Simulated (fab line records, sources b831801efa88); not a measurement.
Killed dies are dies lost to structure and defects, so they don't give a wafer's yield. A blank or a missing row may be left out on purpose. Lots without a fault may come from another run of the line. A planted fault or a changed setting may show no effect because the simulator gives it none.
Chamber matching | flow sfq_line | SFQ_TRILAYER_I6_CMP_CMP_166 on cmp-02: 4 sister chambers
The step polishes SiO2. 18 wafers are shown with their chamber, then 9 later ones without.

WAFERS WITH THEIR CHAMBER
wafer  | chamber | motor_current_A (A) | time_to_endpoint_s (s) | slurry_filter_dp_kPa (kPa)
L683.1 | 3       | 10.2                | 196                    | 13.49
L683.2 | 2       | 9.3                 | 193                    | 13.43
L683.6 | 0       | 11.6                | 194                    | 13.27
L686.4 | 1       | 9.5                 | 200                    | 13.43
L686.2 | 3       | 10.6                | 194                    | 13.68
L686.5 | 0       | 10.9                | 188                    | 13.45
L687.1 | 0       | 10.9                | 205                    | 13.37
L687.2 | 3       | 10.6                | 204                    | 13.62
L687.3 | 2       | 9.4                 | 217                    | 13.55
L688.2 | 3       | 10.1                | 194                    | 13.25
L688.3 | 1       | 9.5                 | 209                    | 13.57
L688.4 | 0       | 11.2                | 192                    | 13.58
L693.2 | 3       | 9.9                 | 193                    | 13.74
L693.3 | 2       | 9.1                 | 206                    | 13.10
L693.4 | 0       | 10.7                | 194                    | 13.61
L698.1 | 2       | 9.3                 | 186                    | 13.44
L699.4 | 3       | 10.4                | 194                    | 13.67
L701.4 | 2       | 9.6                 | 213                    | 13.22

SIGNATURES (means of the wafers above)
reading              | chamber 0 | chamber 1 | chamber 2 | chamber 3 | scatter within a chamber
motor_current_A      | 11.060    | 9.500     | 9.340     | 10.300    | 0.27
time_to_endpoint_s   | 194.60    | 204.50    | 203.00    | 195.83    | 8.36
slurry_filter_dp_kPa | 13.4560   | 13.5000   | 13.3480   | 13.5750   | 0.166
Rule: a wafer's distance from a chamber is the root of the sum, over the readings, of the square of ((its reading less the chamber's mean) divided by the reading's scatter). The wafer belongs to the nearest chamber; if the next one is less than 2 further off, it can't be placed. The scatter: the root of (the sum of the squares of (reading less its chamber's mean) over the shown wafers, divided by (wafers less chambers)).

WAFERS WITHOUT THEIR CHAMBER
wafer  | motor_current_A (A) | time_to_endpoint_s (s) | slurry_filter_dp_kPa (kPa)
L703.2 | 11.2                | 185                    | 13.61
L703.4 | 9.4                 | 210                    | 13.62
L703.6 | 11.1                | 196                    | 13.59
L704.2 | 9.7                 | 200                    | 13.41
L704.3 | 10.9                | 193                    | 13.56
L704.1 | 9.5                 | 205                    | 13.56
L705.1 | 9.2                 | 202                    | 13.75
L705.2 | 11.0                | 183                    | 13.56
L705.4 | 9.5                 | 199                    | 13.31

WHICH CHAMBER EACH WENT THROUGH
wafer  | from the rows above          | in truth
L703.2 | 0                            | 0
L703.4 | can't be placed: 1 or 2      | 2
L703.6 | 0                            | 0
L704.2 | can't be placed: 1 or 2 or 3 | 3
L704.3 | can't be placed: 0 or 3      | 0
L704.1 | can't be placed: 1 or 2      | 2
L705.1 | can't be placed: 1 or 2      | 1
L705.2 | can't be placed: 0 or 3      | 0
L705.4 | can't be placed: 2 or 1      | 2
Placed correctly: 2 of 9. Can't be placed from these rows: 7 (the true chamber is among the candidates in 7). Placed wrongly: 0.
